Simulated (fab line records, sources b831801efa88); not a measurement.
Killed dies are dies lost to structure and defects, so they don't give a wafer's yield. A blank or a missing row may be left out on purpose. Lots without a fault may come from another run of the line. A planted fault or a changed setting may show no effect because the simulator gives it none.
Which tool did it? | flow sky130 | 14 lots, 42 wafers sampled, at 3 steps of a route of 708

WHAT THE GAUGES READ, wafer by wafer
SKY_LDD_P_CD_MEAS_07: target cd 380 nm.
lot  | measured     | on        | cd_nm (nm)
L112 | day 19 08:30 | cd_sem-02 | 378.3 379.9 382.1
L113 | day 19 09:40 | cd_sem-01 | 386.4 382.2 384.0
L114 | day 20 03:22 | cd_sem-01 | 381.9 381.0 381.9
L118 | day 22 01:57 | cd_sem-01 | 380.5 378.1 378.8
L120 | day 22 07:32 | cd_sem-01 | 383.9 383.2 382.3
L119 | day 22 08:29 | cd_sem-02 | 379.7 383.1 381.6
L121 | day 22 13:44 | cd_sem-01 | 382.8 378.8 383.2
L125 | day 24 01:47 | cd_sem-02 | 378.5 378.0 379.2
L128 | day 25 03:47 | cd_sem-02 | 379.6 378.3 379.4
L129 | day 25 15:24 | cd_sem-01 | 382.4 381.8 380.9
L130 | day 25 23:50 | cd_sem-02 | 384.9 378.9 381.8
L131 | day 26 00:59 | cd_sem-02 | 380.3 384.1 383.3
L132 | day 27 03:40 | cd_sem-02 | 377.9 381.0 381.5
L134 | day 27 07:04 | cd_sem-01 | 380.8 381.7 378.7

SKY_LDD_P_OVL_MEAS_08.
lot  | measured     | on         | LDD_P_OVL (nm)
L112 | day 19 08:36 | overlay-02 | -0.7 -0.8 0.2
L113 | day 19 09:46 | overlay-01 | -2.0 -0.8 -0.5
L114 | day 20 03:28 | overlay-01 | -0.8 -0.2 -0.6
L118 | day 22 02:03 | overlay-02 | -1.5 -0.5 -0.7
L120 | day 22 07:40 | overlay-02 | 0.9 2.4 1.7
L119 | day 22 08:36 | overlay-01 | -0.6 -0.2 -0.5
L121 | day 22 13:51 | overlay-01 | 3.0 -0.7 -1.6
L125 | day 24 01:55 | overlay-02 | -0.3 -1.8 0.0
L128 | day 25 03:54 | overlay-02 | 2.0 1.4 0.5
L129 | day 25 15:28 | overlay-02 | -1.2 -0.2 0.5
L130 | day 25 23:55 | overlay-01 | -0.6 -0.4 -0.2
L131 | day 26 01:07 | overlay-01 | -1.4 -1.5 -3.4
L132 | day 27 03:46 | overlay-02 | 0.1 -1.0 -0.2
L134 | day 27 07:10 | overlay-01 | -0.9 -0.7 0.5

SKY_LDD_HVP_TW_MEAS_10.
lot  | measured     | on            | LDD_HVP_TW
L112 | day 21 21:36 | film_metro-01 | 465 465 466
L113 | day 21 22:29 | film_metro-04 | 459 458 457
L114 | day 22 15:16 | film_metro-01 | 460 456 458
L118 | day 24 14:34 | film_metro-04 | 457 458 460
L120 | day 24 19:28 | film_metro-01 | 459 465 459
L119 | day 24 20:53 | film_metro-04 | 460 457 462
L121 | day 25 02:31 | film_metro-04 | 460 462 460
L125 | day 26 12:59 | film_metro-04 | 461 458 460
L128 | day 27 15:25 | film_metro-02 | 458 455 458
L129 | day 28 02:41 | film_metro-04 | 461 460 464
L130 | day 28 09:50 | film_metro-01 | 460 462 460
L131 | day 28 11:23 | film_metro-04 | 460 461 461
L132 | day 29 13:48 | film_metro-04 | 467 466 464
L134 | day 29 17:33 | film_metro-01 | 459 460 460

WHICH TOOL RAN EACH LOT (tool, then ch and the chambers of the sampled wafers, then the start)
The record holds no process step before these readings.

WHAT THE TOOLS THEMSELVES READ (means of the sampled wafers that have a number; where no wafer has one, the mark that the record gives instead)
The record holds no such reading with a usual standard deviation.

THE ANSWER, worked out from the rows above alone
Rule: what is usual is taken from the lots themselves. Put in order of their means at a reading, lots are off if they are a third of the lots or fewer, leave a main group of 4 or more, and stand apart from it by a gap of 3 or more times the standard deviation of the main group's means; of several such gaps the widest counts. A main group whose means are all the same, to the digits that the tables above print for the reading, isn't used. A lot without any number at a reading at which 4 lots or more have one is off too. The other lots that the step has rows for count as sound. The gauges are gone through in route order, then the tools' own readings, and for those a lot's mean is taken as printed above. The first step at which some lot is off is used, and at that step the reading that is off furthest; a lot without a number counts as furthest.
No lot is off at any reading shown: from this, nothing can be told.

WHAT THE SIMULATOR HAD PUT IN
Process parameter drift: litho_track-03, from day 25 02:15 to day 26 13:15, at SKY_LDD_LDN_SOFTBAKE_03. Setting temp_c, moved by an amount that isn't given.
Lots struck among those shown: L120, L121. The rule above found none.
